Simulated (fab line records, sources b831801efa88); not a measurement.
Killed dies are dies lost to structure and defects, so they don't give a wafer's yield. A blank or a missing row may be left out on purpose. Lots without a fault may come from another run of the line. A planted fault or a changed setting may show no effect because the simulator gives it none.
Tool commonality check | flow sky130 | 13 lots, 39 wafers sampled

WHY IT WAS OPENED
At SKY_LDD_HVP_TW_MEAS_10 the reading LDD_HVP_TW is flagged on 4 of 13 lots. Wafers without a fault read 462, standard deviation 4.2.
Rule: a lot is flagged when every wafer of it that has a number lies more than 4 standard deviations from that mean, or none has a number. The other lots count as sound.

lot  | measured     | on            | LDD_HVP_TW, wafer by wafer | flag
L661 | day 21 14:22 | film_metro-04 | 471 467 467                |
L662 | day 21 16:02 | film_metro-04 | 469 467 466                |
L664 | day 22 11:18 | film_metro-03 | 456 458 458                |
L665 | day 23 00:03 | film_metro-02 | 459 459 461                |
L668 | day 23 22:40 | film_metro-04 | 466 468 466                |
L669 | day 25 01:40 | film_metro-04 | 468 467 468                |
L671 | day 25 02:16 | film_metro-02 | 459 462 461                |
L672 | day 25 02:37 | film_metro-02 | 461 461 460                |
L673 | day 25 21:52 | film_metro-03 | 455 452 452                |
L676 | day 27 03:39 | film_metro-03 | 704 708 708                | FLAGGED
L677 | day 27 05:56 | film_metro-04 | 717 718 717                | FLAGGED
L679 | day 27 17:01 | film_metro-04 | 719 716 721                | FLAGGED
L678 | day 27 17:05 | film_metro-03 | 712 707 712                | FLAGGED
The numbers of the flagged lots are 713 on average: +251 against the usual, or +60 standard deviations.

WHICH TOOL RAN EACH LOT
The record holds 1 process step before the reading, out of a route of 708 steps. In each cell: the tool, then ch and the chambers that the sampled wafers went through, then the start.
lot  | flag    | SKY_LDD_HVP_IMPLANT_08
L661 |         | implanter-02 ch 0, day 21 14:07
L662 |         | implanter-04 ch 0, day 21 15:44
L664 |         | implanter-04 ch 0, day 22 11:03
L665 |         | implanter-03 ch 0, day 22 23:48
L668 |         | implanter-04 ch 0, day 23 22:25
L669 |         | implanter-02 ch 0, day 25 01:25
L671 |         | implanter-04 ch 0, day 25 02:01
L672 |         | implanter-02 ch 0, day 25 02:23
L673 |         | implanter-02 ch 0, day 25 21:38
L676 | FLAGGED | implanter-03 ch 0, day 27 03:24
L677 | FLAGGED | implanter-04 ch 0, day 27 05:43
L679 | FLAGGED | implanter-04 ch 0, day 27 16:47
L678 | FLAGGED | implanter-03 ch 0, day 27 16:52
What these steps do:
- SKY_LDD_HVP_IMPLANT_08
- SKY_LDD_HVP_TW_MEAS_10

FLAGGED OVER TOTAL, TOOL BY TOOL (the gauges that took the reading come last)
step                   | tool          | lots run | flagged | share of the flagged lots | sound lots run after its first flagged lot
SKY_LDD_HVP_IMPLANT_08 | implanter-02  | 4        | 0       | none                      | -
SKY_LDD_HVP_IMPLANT_08 | implanter-03  | 3        | 2       | some                      | 0
SKY_LDD_HVP_IMPLANT_08 | implanter-04  | 6        | 2       | some                      | 0
SKY_LDD_HVP_TW_MEAS_10 | film_metro-02 | 3        | 0       | none                      | -
SKY_LDD_HVP_TW_MEAS_10 | film_metro-03 | 4        | 2       | some                      | 0
SKY_LDD_HVP_TW_MEAS_10 | film_metro-04 | 6        | 2       | some                      | 0

WHAT THE TABLE ALLOWS
No row of the table ran every flagged lot.

WHAT THE SIMULATOR HAD PUT IN
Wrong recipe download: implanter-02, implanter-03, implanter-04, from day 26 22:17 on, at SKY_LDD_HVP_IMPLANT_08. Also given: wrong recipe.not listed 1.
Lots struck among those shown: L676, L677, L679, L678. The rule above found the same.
